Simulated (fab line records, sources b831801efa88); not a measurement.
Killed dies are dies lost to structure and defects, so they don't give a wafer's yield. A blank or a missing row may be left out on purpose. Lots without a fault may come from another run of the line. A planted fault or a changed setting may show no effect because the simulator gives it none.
One fault seen from 2 desks | flow sfq_line | each desk has only its own numbers; what lay behind them comes last

THE METROLOGY DESK
What the gauges read, lot by lot, whatever tool the lot ran on: means of the sampled wafers that have a number. A lot is out of limits, marked OUT, if its mean lies more than 4 standard deviations from the usual mean; the brackets give that distance.
Columns: A = M5_OVL at SFQ_M5_OVL_MEAS_932, usual -4 nm; B = R5_MONX_RS at SFQ_R5_RS_MEAS_933, usual 7.09 ohm/sq
lot  | first seen here | A  | B
L874 | day 54 10:07    | -8 | 7.10
L878 | day 54 16:07    | -2 | 7.11
L888 | day 59 19:54    | -9 | 7.15
L889 | day 60 00:42    | -6 | 7.00
L890 | day 60 04:19    | 0  | 7.09
L896 | day 62 03:14    | -4 | 7.18
This desk's finding: nothing out of limits on any of the 6 lots.

THE TOOL OWNER'S DESK: pvd_sputter-05
The tool's own readings at SFQ_TRILAYER_R5_DEP_SPUTTER_134 (material Ti, target thk 5 nm, time 5 s): means of the sampled wafers that have a number, for each lot that ran on this tool. A lot is out of limits, marked OUT, if its mean lies more than 4 standard deviations from the usual mean; the brackets give that distance.
Columns: A = chamber_pressure_pa at SFQ_TRILAYER_R5_DEP_SPUTTER_134, usual 0.4000 Pa; B = throttle_valve_pct at SFQ_TRILAYER_R5_DEP_SPUTTER_134, usual 29.7 %
lot  | first seen here | A      | B
L878 | day 55 03:52    | 0.4006 | 30.6
L888 | day 60 06:46    | 0.3998 | 29.9
L890 | day 60 14:55    | 0.3993 | 31.5
This desk's finding: nothing out of limits on any of the 3 lots.

PUT TOGETHER
The metrology desk saw nothing out of limits.
The tool owner's desk saw nothing out of limits.

WHAT THE SIMULATOR HAD PUT IN
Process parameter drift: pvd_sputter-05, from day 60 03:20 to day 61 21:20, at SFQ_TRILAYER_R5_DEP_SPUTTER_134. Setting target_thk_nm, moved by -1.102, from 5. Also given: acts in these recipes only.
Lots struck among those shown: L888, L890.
